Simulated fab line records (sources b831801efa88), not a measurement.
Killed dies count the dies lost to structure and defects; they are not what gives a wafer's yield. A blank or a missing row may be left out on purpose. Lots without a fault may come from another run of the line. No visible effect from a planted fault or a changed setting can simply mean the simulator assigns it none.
8D (eight disciplines) problem report, filled in by code    flow sky130    the parts of the form that need people (team, actions taken, sign-off) are left out

== 1. PROBLEM STATEMENT ==
At SKY_CAP2M_STRIP_14, strip-time-to-endpoint-s averages 14.19 s over 9 wafers from 3 lots, while fault-free wafers read 12.68 s, standard deviation 0.045. That puts it +34 standard deviations away from the usual mean.
The step: strips in O2/N2.
Seen first at day 45 06:40 on plasma-asher-04, wafer L879.2. At this step, 30 wafers from 10 lots have a number in the record. Rule for "out", or "out of limits": more than 4 standard deviations from the usual mean. Any other wafer with a number is counted as sound.

== 2. WHAT IT IS, AND WHAT IT ISN'T ==
question                     is                                                 is not
which readings at this step  strip-time-to-endpoint-s                           -
which lots                   L879, L883, L884                                   L870, L872, L874, L875, L877, L878, L889
which wafers of those lots   all that have a number                             -
read on which tools          plasma-asher-01, plasma-asher-03, plasma-asher-04  -
when                         from day 45 06:40                                  up to then (18 sound wafers); but 3 sound wafers of L889 came after

== 3. WHAT RULES OUT EACH SUSPECT ==
Counting: a tool at any process step up to the reading remains a suspect when it ran all the lots that are out and ran no sound lot after the first of those.
- rie-metal-02 at SKY_CAP2M_METAL_ETCH_13 (etches TiN in Cl2/BCl3, stops on SiO2, target depth 220 nm, time 62.9 s): kept. All lots that are out passed through it, beginning with L879 at day 45 06:32, and no sound lot followed; its final sound lot before that point was L875 at day 43 14:04.
Left after counting: rie-metal-02 at SKY_CAP2M_METAL_ETCH_13.

== 4. THE CAUSE (what the simulator had put in) ==
Skipped step whole: rie-metal-02, from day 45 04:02 on, at SKY_CAP2M_METAL_ETCH_13. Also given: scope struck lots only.
Only this tool survived the counting.

== 5. SEQUENCE OF EFFECTS, ordered by route ==
Each row: a reading where the mean over the struck wafers with a number is more than 3 standard deviations away from the usual. Readings are gone through only where the record gives a usual standard deviation; hours: the median, over the lots, of the time from a lot's start at the first step in this table giving one to that lot's start at this step; sigmas: the change measured in usual standard deviations.
hours  step                   reading                   usual    on struck wafers  change  sigmas
0      SKY_CAP2M_STRIP_14     strip-time-to-endpoint-s  12.68 s  14.19             +1.51   +34
105    SKY_PAD_OPEN_PROBE_99  defect-limited-yield      82.4 %   0.0               -82.4   -37
105    SKY_PAD_OPEN_PROBE_99  killed-at-other           0.3      406.9             +406.6  +99 or more
105    SKY_PAD_OPEN_PROBE_99  killed-dies               87       492               +405    +37
105    SKY_PAD_OPEN_PROBE_99  killed-on-rim             17       96                +79     +21
105    SKY_PAD_OPEN_PROBE_99  sort_bin_5_function       10.5 %   93.1              +82.6   +52
105    SKY_PAD_OPEN_PROBE_99  sort-n-pass               405      0                 -405    -37
105    SKY_PAD_OPEN_PROBE_99  sort-yield-pct            82.4 %   0.0               -82.4   -37
Here are the process steps it includes:
- SKY_CAP2M_STRIP_14: strips in O2/N2.
- SKY_PAD_OPEN_PROBE_99
Readings that are blank on the struck wafers while sound wafers have them: bcl3-flow-sccm at SKY_CAP2M_METAL_ETCH_13; bias-w at SKY_CAP2M_METAL_ETCH_13; drypump-motor-current-A at SKY_CAP2M_METAL_ETCH_13; oes-product-au at SKY_CAP2M_METAL_ETCH_13; throttle-valve-pct at SKY_CAP2M_METAL_ETCH_13.

== 6. WHAT WOULD HAVE CAUGHT IT SOONER ==
3 hours passed between the start of the fault at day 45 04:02 and the first reading out of limits in this record, taken at day 45 06:40.
At SKY_CAP2M_METAL_ETCH_13 the tool's readings are blank on the struck wafers, where sound wafers have them: an empty tool record is the first sign, and it was there at once.
L883, L884, from the lots that are out (3), started SKY_CAP2M_METAL_ETCH_13 on rie-metal-02 later than day 45 06:40. A hold on the tool at that time would have spared those 2.
